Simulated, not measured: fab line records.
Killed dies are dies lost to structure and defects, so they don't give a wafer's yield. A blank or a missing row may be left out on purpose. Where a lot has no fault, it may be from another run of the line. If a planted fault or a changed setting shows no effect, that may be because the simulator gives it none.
Chamber matching	flow sky130	pecvd-03 running SKY_PASSIVATION_CVD_02: 3 sister chambers
The step deposits Si3N4, target thk 540 nm. 3 wafers are shown with their chamber, then 7 later ones without.

== EACH WAFER AND ITS CHAMBER ==
wafer	chamber	rfFwdPowerW (W)
L113.1	1	446.4
L124.1	0	449.9
L124.2	2	450.3

== WAFERS WHOSE CHAMBER IS MISSING ==
wafer	rfFwdPowerW (W)
L124.4	449.9
L127.1	448.8
L127.4	450.3
L127.6	447.9
L129.4	449.7
L129.5	450.8
L129.6	449.2

== EACH ONE'S CHAMBER ==
wafer	from the rows above	in truth
L124.4	can't be placed: 0 or 2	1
L127.1	can't be placed: 0 or 2 or 1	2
L127.4	can't be placed: 2 or 0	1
L127.6	can't be placed: 1 or 0 or 2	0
L129.4	can't be placed: 0 or 2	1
L129.5	can't be placed: 2 or 0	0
L129.6	can't be placed: 0 or 2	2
0 of 7 placed correctly. Cannot be placed on the basis of these rows: 7; the candidates contain the true chamber in 4. Number placed wrongly: 0.
How it was worked out, from the rows above alone: a wafer's distance from a chamber is the root of the sum, over the readings, of the square of ((its reading less the chamber's mean) divided by the reading's scatter). The wafer belongs to the nearest chamber; if the next one is less than 2 further off, it can't be placed. The mean given for a chamber averages the wafers shown for that chamber. The scatter: with one shown wafer a chamber, the root of the mean of the squares of how far each hidden wafer lies from its nearest shown one.
